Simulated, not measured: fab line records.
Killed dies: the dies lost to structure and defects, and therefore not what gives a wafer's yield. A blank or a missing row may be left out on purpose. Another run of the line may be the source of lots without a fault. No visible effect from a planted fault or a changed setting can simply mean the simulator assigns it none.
Matching of chambers / flow sky130 / SKY_VIA1_CMP_24 on cmp-02 has 4 sister chambers
The step polishes, stops on SiO2, t overpolish 15 s, target thk 0 nm. 14 wafers are shown with their chamber, then 7 later ones without.

EACH WAFER AND ITS CHAMBER
wafer=L886.2; chamber=3; motor current A (A)=10.6; time to endpoint s (s)=65.5; overpolish run s (s)=15.010
wafer=L886.3; chamber=2; motor current A (A)=10.1; time to endpoint s (s)=64.2; overpolish run s (s)=14.997
wafer=L886.4; chamber=1; motor current A (A)=10.8; time to endpoint s (s)=64.7; overpolish run s (s)=14.986
wafer=L888.1; chamber=0; motor current A (A)=9.8; time to endpoint s (s)=63.8; overpolish run s (s)=15.002
wafer=L888.3; chamber=1; motor current A (A)=11.0; time to endpoint s (s)=62.4; overpolish run s (s)=14.998
wafer=L888.4; chamber=3; motor current A (A)=11.1; time to endpoint s (s)=66.5; overpolish run s (s)=15.009
wafer=L887.1; chamber=2; motor current A (A)=9.5; time to endpoint s (s)=60.6; overpolish run s (s)=15.010
wafer=L887.4; chamber=0; motor current A (A)=9.9; time to endpoint s (s)=61.2; overpolish run s (s)=15.002
wafer=L887.6; chamber=3; motor current A (A)=10.9; time to endpoint s (s)=64.8; overpolish run s (s)=15.003
wafer=L891.1; chamber=2; motor current A (A)=9.5; time to endpoint s (s)=64.6; overpolish run s (s)=14.999
wafer=L891.4; chamber=0; motor current A (A)=9.9; time to endpoint s (s)=61.9; overpolish run s (s)=14.994
wafer=L891.6; chamber=1; motor current A (A)=10.1; time to endpoint s (s)=62.3; overpolish run s (s)=15.009
wafer=L902.1; chamber=0; motor current A (A)=10.2; time to endpoint s (s)=64.0; overpolish run s (s)=14.978
wafer=L902.3; chamber=1; motor current A (A)=10.1; time to endpoint s (s)=64.3; overpolish run s (s)=14.991

SIGNATURES (averages over the wafers above)
reading=motor current A; chamber 0=9.950; chamber 1=10.500; chamber 2=9.700; chamber 3=10.867; scatter within a chamber=0.334
reading=time to endpoint s; chamber 0=62.725; chamber 1=63.425; chamber 2=63.133; chamber 3=65.600; scatter within a chamber=1.47
reading=overpolish run s; chamber 0=14.99400; chamber 1=14.99600; chamber 2=15.00200; chamber 3=15.00733; scatter within a chamber=0.00899
Rule: a wafer's distance from a chamber is the root of the sum, over the readings, of the square of ((its reading less the chamber's mean) divided by the reading's scatter). If the next closest chamber is less than 2 further off than the closest, the wafer can't be placed; otherwise it belongs to the closest. The scatter: take each reading less its chamber's mean, square it, sum over the shown wafers, divide by the number of wafers less the number of chambers, and take the root.

WAFERS WITHOUT THEIR CHAMBER
wafer=L902.5; motor current A (A)=9.1; time to endpoint s (s)=64.4; overpolish run s (s)=15.005
wafer=L903.1; motor current A (A)=11.7; time to endpoint s (s)=68.8; overpolish run s (s)=14.989
wafer=L903.2; motor current A (A)=10.3; time to endpoint s (s)=63.8; overpolish run s (s)=15.008
wafer=L903.4; motor current A (A)=9.0; time to endpoint s (s)=67.6; overpolish run s (s)=14.990
wafer=L907.4; motor current A (A)=10.5; time to endpoint s (s)=62.3; overpolish run s (s)=14.983
wafer=L907.5; motor current A (A)=10.5; time to endpoint s (s)=63.2; overpolish run s (s)=15.002
wafer=L907.6; motor current A (A)=10.2; time to endpoint s (s)=63.1; overpolish run s (s)=15.004

WHICH CHAMBER EACH WENT THROUGH
wafer=L902.5; from the rows above=can't be placed: 2 or 0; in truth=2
wafer=L903.1; from the rows above=can't be placed: 3 or 1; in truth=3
wafer=L903.2; from the rows above=can't be placed: 1 or 2 or 0 or 3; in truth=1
wafer=L903.4; from the rows above=can't be placed: 2 or 0 or 1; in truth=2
wafer=L907.4; from the rows above=can't be placed: 1 or 0 or 2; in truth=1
wafer=L907.5; from the rows above=can't be placed: 1 or 0 or 3 or 2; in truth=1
wafer=L907.6; from the rows above=can't be placed: 1 or 0 or 2 or 3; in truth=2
Correct placement for 0 of the 7. Can't be placed from these rows: 7 (the true chamber is among the candidates in 7). Wrongly placed: 0.
